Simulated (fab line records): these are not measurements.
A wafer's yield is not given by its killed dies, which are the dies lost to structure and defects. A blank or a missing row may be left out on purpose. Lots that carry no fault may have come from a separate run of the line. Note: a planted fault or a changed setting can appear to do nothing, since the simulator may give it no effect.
One fault seen from 2 desks | flow sky130 | what lay behind the numbers comes last; until then each desk has only its own

## AT THE METROLOGY DESK
Lot by lot, what the gauges showed, no matter which tool ran the lot: averages of those sampled wafers that carry a number. Any lot whose mean is over 4 standard deviations away from the usual mean is out of limits and marked OUT; that distance is given in the brackets.
Columns: A = VT_ADJUST_HVTP_TW at SKY_VT_ADJUST_HVTP_TW_MEAS_11, usual 1361; B = VT_ADJUST_LVTN_OVL at SKY_VT_ADJUST_LVTN_OVL_MEAS_07, usual -0.6 nm; C = GATE_OXIDE_TW at SKY_GATE_OXIDE_TW_MEAS_14, usual 225.1
lot  | first seen here | A    | B    | C
L911 | day 6 09:35     | 1368 | -0.3 | 222.9
L912 | day 6 16:56     | 1371 | -1.2 | 225.1
L920 | day 8 15:44     | 1370 | -3.0 | 226.8
L921 | day 9 01:28     | 1369 | -0.8 | 222.9
L922 | day 9 10:17     | 1352 | 0.7  | 226.2
L924 | day 9 22:56     | 1350 | 0.6  | 222.0
L925 | day 10 05:48    | 1372 | -0.4 | 224.9
L928 | day 11 04:01    | 1359 | -0.7 | 226.3
L929 | day 11 06:40    | 1359 | -1.1 | 225.7
L931 | day 12 00:38    | 1363 | -0.2 | 224.0
L933 | day 12 08:28    | 1365 | -1.8 | 225.9
Result from this desk: across the 11 lots, nothing is out of limits.

## THE TOOL OWNER'S DESK: rie_diel-04
The tool's own readings at SKY_VIA3_ETCH_14 (etches BARC in N2/H2, stops on SiO2, time 45.9 s, target depth 60 nm): means of the sampled wafers that have a number, for each lot that ran on this tool. Any lot whose mean is over 4 standard deviations away from the usual mean is out of limits and marked OUT; that distance is given in the brackets.
Columns: A = drypump_motor_current_A at SKY_VIA3_ETCH_14, usual 5.8 A; B = oes_product_au at SKY_VIA3_ETCH_14, usual 0.854 a.u.; C = throttle_valve_pct at SKY_VIA3_ETCH_14, usual 13.226 %
lot  | first seen here | A   | B                | C
L911 | day 40 12:14    | 5.8 | 0.852            | 13.222
L912 | day 40 17:28    | 5.8 | 0.857            | 13.226
L920 | day 42 18:53    | 6.0 | 0.822 (-7.9) OUT | 13.224
L921 | day 43 04:58    | 5.8 | 0.821 (-8.0) OUT | 13.230
L922 | day 43 11:52    | 5.4 | 0.836 (-4.4) OUT | 13.219
This desk's finding: out of limits on L920, L921, L922; first on L920, day 42 18:53 (oes_product_au at SKY_VIA3_ETCH_14). Within limits: L911, L912.

## BROUGHT TOGETHER
The tool owner's desk had the chance to raise an alarm at day 42 18:53 on L920, L921, L922.
At the metrology desk, nothing out of limits was observed.
The metrology desk holds a record of L920, L921, L922, inside its limits.
Of the lots named, all ran SKY_VIA3_ETCH_14 on rie_diel-04.

## WHAT THE SIMULATOR HAD INSERTED
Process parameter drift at SKY_VIA3_ETCH_14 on rie_diel-04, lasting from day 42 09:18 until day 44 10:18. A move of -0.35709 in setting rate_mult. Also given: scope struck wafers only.
Lots struck among those shown: L920, L921, L922.
Each desk's first reading out of limits, in hours after the fault started: the tool owner's desk, 10.
